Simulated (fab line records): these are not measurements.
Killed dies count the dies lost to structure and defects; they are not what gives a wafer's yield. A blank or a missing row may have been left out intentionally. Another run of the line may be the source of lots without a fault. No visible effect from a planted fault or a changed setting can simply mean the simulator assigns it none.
Struck lot and sound lot, side by side || flow sky130 || 19 out of 708 route steps
Sound: these wafers, L250.2, L250.3, L250.6. Struck: wafer L258.3. (L258.1, L258.2 of the same lot were not struck and are left out.) The cause comes at the end.
At each step with rows: each side's tool, then ch and its chambers, then its first start. Under that, the readings that differ: sound wafers || struck wafers || difference of the means || sigmas: that difference in standard deviations of wafers without a fault.
alike: words and numbers the same on both sides, and readings whose means are apart by under 2 such deviations; not compared: readings that were withheld, readings missing a value for some wafer, numbers with overlapping values and no deviation given by the record, and bounds like >300 which may hide the same value.
Wherever a step has rows on one side only, a row that says differs or no value, or a row with sigmas, the two part there. When numbers do not overlap yet have no deviation, they are printed without sigmas and do not part them. Lack of a reading on every wafer of one side parts them only where that side has two or more wafers.

SKY_METAL4_STRIP_19: strips in O2/N2.
  sound on plasmaAsher-03 ch 0,1, day 41 17:38; struck on plasmaAsher-01 ch 1, day 44 10:15
  alike: drypumpMotorCurrentA, oesProductAu, stripTimeToEndpointS
  not compared: rfHoursCounterH
then, 4 steps without rows for these wafers: SKY_METAL4_STRIP_20 (strips in post etch residue remover, time 1200 s); SKY_METAL4_CLEAN_21 (cleans in IPA, time 180 s); SKY_METAL4_CLEAN_22 (cleans in O3/DIW); SKY_VIA4_HDPCVD_00 (deposits SiO2, target thk 1750 nm, time 291.7 s).
SKY_VIA4_THK_MEAS_01:
  sound on filmMetro-04 at day 41 18:25; struck on filmMetro-04 at day 44 11:01
  alike: VIA4_HDPCVD_THK
SKY_VIA4_CMP_02: polishes SiO2.
  sound on cmp-01 ch 0,3, day 41 18:28; struck on cmp-01 ch 1, day 44 11:05
  alike: motorCurrentA
SKY_VIA4_BOW_MEAS_03:
  sound on filmMetro-04 at day 41 18:47; struck on filmMetro-01 at day 44 11:23
  alike: VIA4_BOW
then, 4 steps without rows for these wafers: SKY_VIA4_DEHYDRATE_04 (time 60 s); SKY_VIA4_HMDS_05 (prime time 60 s); SKY_VIA4_COAT_06 (resist thk 1140 nm); SKY_VIA4_SOFTBAKE_07 (time 60 s).
SKY_VIA4_EXPOSE_08: exposes mask VIM4, target cd 800 nm.
  sound on ilineStepper-02 ch 0, day 42 08:38; struck on ilineStepper-02 ch 0, day 44 21:12
  alike: mask
then, 2 steps without rows for these wafers: SKY_VIA4_PEB_09; SKY_VIA4_DEVELOP_10 (develop time 60 s).
SKY_VIA4_OVL_MEAS_11:
  sound on overlay-01 at day 42 18:58; struck on overlay-01 at day 45 08:54
{"reading": "VIA4_OVL (nm)", "sound": "0.2 2.0 1.0", "struck": 4.7, "difference": "+3.6", "sigmas": "+2"}
SKY_VIA4_ETCH_12: etches SiO2 in C4F8/O2/Ar, stops on TiN, target depth 580 nm.
  sound on rieDiel-02 ch 1,2,3, day 42 19:00; struck on rieDiel-03 ch 3, day 45 08:56
{"reading": "model.VIA4.cdNm (nm)", "sound": "796.5 801.5 797.5", "struck": 839.7, "difference": "+41.2", "sigmas": ""}
  alike: oesProductAu
SKY_VIA4_STRIP_13: strips in O2/N2.
  sound on plasmaAsher-02 ch 0,1, day 42 19:04; struck on plasmaAsher-03 ch 1, day 45 09:01
{"reading": "oesProductAu (a.u.)", "sound": "0.707 0.711 0.707", "struck": 0.698, "difference": -0.010, "sigmas": -2}
  alike: drypumpMotorCurrentA, stripTimeToEndpointS
  not compared: rfHoursCounterH
-- the record jumps here: 3 days lie between the struck wafers' starts before and after (it left off in module VIA4 and takes up again in module PAD_OPEN, whose first step shown is number 708 of the route) --
SKY_PAD_OPEN_PROBE_99:
  sound on prober-02 at day 45 17:13; struck on prober-02 at day 48 01:58
{"reading": "model.etest.via4Chain.rcOhm", "sound": "0.7683 0.7956", "struck": 0.7228, "difference": -0.0591, "sigmas": ""}
  alike: defectLimitedYield, killed_at_M0_to_M3, killed_at_M4_up, killedAtContacts, killedAtFrontEnd, killedAtOther, killedDies, killedOpen, killedShort, sort_bin_3_pad_short, sort_bin_5_function, sort_bin_6_memory, sortNPass, sortYieldPct

WHERE THEY PART
Earliest at SKY_VIA4_OVL_MEAS_11; latest, in this record, at SKY_VIA4_STRIP_13. Later steps at which nothing parts them and some readings are alike: SKY_PAD_OPEN_PROBE_99.

WHY: the cause the simulator had injected
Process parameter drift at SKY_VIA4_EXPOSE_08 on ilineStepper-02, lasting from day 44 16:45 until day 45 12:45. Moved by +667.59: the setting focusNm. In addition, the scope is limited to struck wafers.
